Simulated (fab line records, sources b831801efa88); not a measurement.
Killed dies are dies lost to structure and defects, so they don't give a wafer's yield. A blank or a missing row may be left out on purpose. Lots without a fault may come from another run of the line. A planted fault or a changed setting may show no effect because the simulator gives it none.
Problem report in the 8D (eight disciplines) form, filled by code | flow gf180mcu | the parts of the form that need people (team, actions taken, sign-off) are left out

1. THE PROBLEM
developer_temp_C at GF_DNWELL_DEVELOP_06 reads a mean of 23.93 C on 6 wafers of 2 lots; wafers without a fault read 23.00 C with a standard deviation of 0.11. That is +8.5 standard deviations from the usual mean.
The step: develop time 60 s.
First seen on wafer L238.1, day 4 08:00, on litho_track-03. The record holds 33 wafers of 11 lots with a number at this step. Rule for "out", or "out of limits": more than 4 standard deviations from the usual mean. The other wafers with a number count as sound.

2. WHAT IT IS AND WHAT IT IS NOT
question                    | is                     | is not
which readings at this step | developer_temp_C       | -
which lots                  | L238, L240             | L231, L232, L242, L247, L248, L250, L251, L253, L254
which wafers of those lots  | all that have a number | -
read on which tools         | litho_track-03         | litho_track-01, litho_track-04
when                        | from day 4 08:00       | up to then (6 sound wafers); but 21 sound wafers of L242, L247, L248, L250, L251, L253, L254 came after

3. SUSPECTS, AND WHAT RULES EACH OUT
Counting: a tool at a process step up to the reading stays a suspect if it ran every lot that is out and no sound lot after the first of them.
- litho_track-03 at GF_DNWELL_DEVELOP_06 (develop time 60 s): kept. It ran every lot that is out, first L238 (day 4 08:00), and no sound lot after that; its last sound lot up to then is L232 (day 3 00:00). Its own readings are out on those wafers: developer_temp_C.
Left after counting: litho_track-03 at GF_DNWELL_DEVELOP_06.

4. THE CAUSE (what the simulator had put in)
Process parameter drift: litho_track-03, from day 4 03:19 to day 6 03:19, at GF_DNWELL_DEVELOP_06. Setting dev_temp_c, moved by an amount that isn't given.
Counting left only this tool.

5. THE CHAIN OF EFFECTS, in route order
Each row: a reading whose mean over the struck wafers that have a number lies more than 3 standard deviations from the usual. Only readings for which the record gives a usual standard deviation are gone through. hours: the time from each lot's start at the first step in this table that gives one to its start at this step, as a median over the lots. sigmas: the change in usual standard deviations.
hours | step                 | reading          | usual   | on struck wafers | change | sigmas
0     | GF_DNWELL_DEVELOP_06 | developer_temp_C | 23.00 C | 23.93            | +0.93  | +8.5
The process steps in it:
- GF_DNWELL_DEVELOP_06: develop time 60 s.

6. WHAT WOULD HAVE CAUGHT IT SOONER
In this record the first reading out of limits was taken at day 4 08:00, 5 hours after the fault began at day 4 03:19.
